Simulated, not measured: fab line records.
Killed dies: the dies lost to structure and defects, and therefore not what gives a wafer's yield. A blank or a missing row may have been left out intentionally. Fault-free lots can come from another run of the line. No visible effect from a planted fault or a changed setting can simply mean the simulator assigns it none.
Struck lot and sound lot, side by side -- flow sky130 -- 14 out of 708 route steps
Sound: these wafers, L131.1, L131.5, L131.6. Struck: wafers L140.2, L140.4, L140.6. The cause is named last.
Order at every step that has rows: each side's tool, ch and its chambers, its first start. Under that, the readings that differ: sound wafers -- struck wafers -- difference of the means -- sigmas: that difference in standard deviations of wafers without a fault.
alike: readings whose means differ by less than 2 such deviations, and words and numbers that are the same on both sides. not compared: withheld readings, readings that some wafer has no value for, bounds like >300 that may hide the same value, and numbers for which the record gives no deviation and whose values overlap.
Wherever a step has rows on one side only, a row that says differs or no value, or a row with sigmas, the two part there. Numbers that have no deviation but don't overlap get no sigmas and don't part them. A reading that every wafer of one side lacks parts them only if that side has two wafers or more.

SKY_METAL4_STRIP_19: strips in O2/N2.
  sound on plasma-asher-03 ch 0,1, day 45 09:49; struck on plasma-asher-01 ch 0,1, day 47 00:46
reading,sound,struck,difference,sigmas
strip-time-to-endpoint-s (s),6.45 6.47 6.43,6.60 6.62 6.55,+0.14,+2
  alike: drypump-motor-current-A, n2-flow-sccm, oes-product-au
  not compared: rf-hours-counter-h
then, 4 steps without rows for these wafers: SKY_METAL4_STRIP_20 (strips in post etch residue remover, time 1200 s); SKY_METAL4_CLEAN_21 (cleans in IPA, time 180 s); SKY_METAL4_CLEAN_22 (cleans in O3/DIW); SKY_VIA4_HDPCVD_00 (deposits SiO2, target thk 1750 nm, time 291.7 s).
SKY_VIA4_THK_MEAS_01:
  struck on film-metro-01, day 47 01:34; sound on film-metro-02, day 45 10:41
  alike: VIA4_HDPCVD_THK
SKY_VIA4_CMP_02: polishes SiO2.
  sound on cmp-02 ch 0,1, day 45 10:47; struck on cmp-01 ch 0,1,3, day 47 01:42
  alike: motor-current-A
SKY_VIA4_BOW_MEAS_03:
  struck on film-metro-03, day 47 02:01; sound on film-metro-02, day 45 11:05
  alike: VIA4_BOW
then, 4 steps without rows for these wafers: SKY_VIA4_DEHYDRATE_04 (time 60 s); SKY_VIA4_HMDS_05 (prime time 60 s); SKY_VIA4_COAT_06 (resist thk 1140 nm); SKY_VIA4_SOFTBAKE_07 (time 58.37 s).
SKY_VIA4_EXPOSE_08: exposes mask VIM4, target cd 800 nm.
  sound on iline-stepper-02 ch 0, day 45 21:52; struck on iline-stepper-01, day 47 12:20
  no value came back on the struck wafers for exposure-dose-mJ-cm2, focus-offset-nm (nm); on the sound wafers exposure-dose-mJ-cm2 reads 132.02 131.96 131.85
  alike: mask
then, 1 step without rows for these wafers: SKY_VIA4_PEB_09.

== WHERE THEY PART ==
At SKY_METAL4_STRIP_19 first; at SKY_VIA4_EXPOSE_08 last (within this record only).

WHY: what had been put in by the simulator
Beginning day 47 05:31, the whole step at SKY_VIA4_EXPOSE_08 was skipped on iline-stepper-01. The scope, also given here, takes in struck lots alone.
